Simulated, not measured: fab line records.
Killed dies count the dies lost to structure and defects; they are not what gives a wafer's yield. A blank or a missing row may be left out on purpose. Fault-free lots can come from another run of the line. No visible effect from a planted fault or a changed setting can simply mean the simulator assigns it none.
Matching of chambers	flow sky130	SKY_VIA2_CMP_24 on cmp-01: 4 sister chambers
The step polishes, stops on SiO2, t overpolish 20 s, target thk 0 nm. 8 wafers are shown with their chamber, then 8 later ones without.

== WAFERS WITH THEIR CHAMBER ==
wafer	chamber	motorCurrentA (A)	slurryFilterDpKPa (kPa)
L308.4	0	9.2	13.59
L312.3	3	11.0	13.41
L312.5	2	9.1	13.49
L312.6	3	11.4	13.61
L315.1	1	13.0	13.45
L315.5	1	12.6	13.46
L315.6	0	9.8	13.40
L326.2	2	9.1	13.48

== WAFERS WITHOUT THEIR CHAMBER ==
wafer	motorCurrentA (A)	slurryFilterDpKPa (kPa)
L326.4	9.9	13.56
L326.5	9.9	13.74
L327.2	12.6	13.77
L327.4	11.1	13.64
L327.6	9.1	13.45
L331.1	10.8	13.42
L331.3	12.3	13.37
L331.6	11.4	13.73

== WHICH CHAMBER EACH ONE RAN IN ==
wafer	from the rows above	in truth
L326.4	can't be placed: 0 or 2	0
L326.5	can't be placed: 0 or 2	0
L327.2	1	1
L327.4	3	3
L327.6	can't be placed: 2 or 0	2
L331.1	3	3
L331.3	1	1
L331.6	3	3
5 of 8 placed correctly. Not placeable from these rows: 3 (in 3, the candidates include the true chamber). Placed wrongly: 0.
How it was worked out, from the rows above alone: a wafer's distance from a chamber is the root of the sum, over the readings, of the square of ((its reading less the chamber's mean) divided by the reading's scatter). If the next closest chamber is less than 2 further off than the closest, the wafer can't be placed; otherwise it belongs to the closest. A chamber's mean is the mean of its shown wafers. The scatter: the root of (the sum of the squares of (reading less its chamber's mean) over the shown wafers, divided by (wafers less chambers)).
